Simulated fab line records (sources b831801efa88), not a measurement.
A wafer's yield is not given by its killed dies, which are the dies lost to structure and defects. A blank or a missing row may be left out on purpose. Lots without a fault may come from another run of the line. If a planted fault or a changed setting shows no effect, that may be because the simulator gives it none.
Chamber matching | flow sky130 | SKY_POLY_GATE_ETCH_17 on rie si-01: 4 sister chambers
The step etches poly-Si in HBr/Cl2, stops on SiO2, target depth 180 nm, time 70.5 s. 8 wafers are shown with their chamber, then 8 later ones without.

## WAFERS WITH THEIR CHAMBER
wafer  | chamber | drypump motor current A (A) | oes product au (a.u.)
L789.1 | 0       | 5.95                        | 0.983
L789.2 | 1       | 6.09                        | 0.990
L789.5 | 2       | 5.75                        | 0.973
L797.2 | 2       | 5.73                        | 0.974
L797.6 | 1       | 6.11                        | 0.993
L799.5 | 3       | 5.85                        | 0.983
L799.6 | 0       | 5.95                        | 0.990
L801.3 | 3       | 5.86                        | 0.985

## WAFERS WITHOUT THEIR CHAMBER
wafer  | drypump motor current A (A) | oes product au (a.u.)
L801.4 | 6.10                        | 1.005
L801.6 | 5.85                        | 0.974
L803.2 | 5.73                        | 0.974
L803.3 | 6.07                        | 0.999
L803.5 | 6.08                        | 0.994
L805.1 | 5.87                        | 0.971
L805.2 | 5.73                        | 0.980
L805.4 | 5.74                        | 0.981

## CHAMBER TAKEN BY EACH
wafer  | from the rows above | in truth
L801.4 | 1                   | 1
L801.6 | 3                   | 3
L803.2 | 2                   | 2
L803.3 | 1                   | 1
L803.5 | 1                   | 1
L805.1 | 3                   | 3
L805.2 | 2                   | 2
L805.4 | 2                   | 2
8 of 8 placed correctly. Can't be placed from these rows: 0. Placed wrongly: 0.
How it was worked out, from the rows above alone: a wafer's distance from a chamber is the root of the sum, over the readings, of the square of ((its reading less the chamber's mean) divided by the reading's scatter). If the next closest chamber is less than 2 further off than the closest, the wafer can't be placed; otherwise it belongs to the closest. A chamber's mean is the mean of its shown wafers. How the scatter is found: for the shown wafers, subtract from each reading the mean of its chamber, square and add these, divide the total by (wafers less chambers), then take the root.
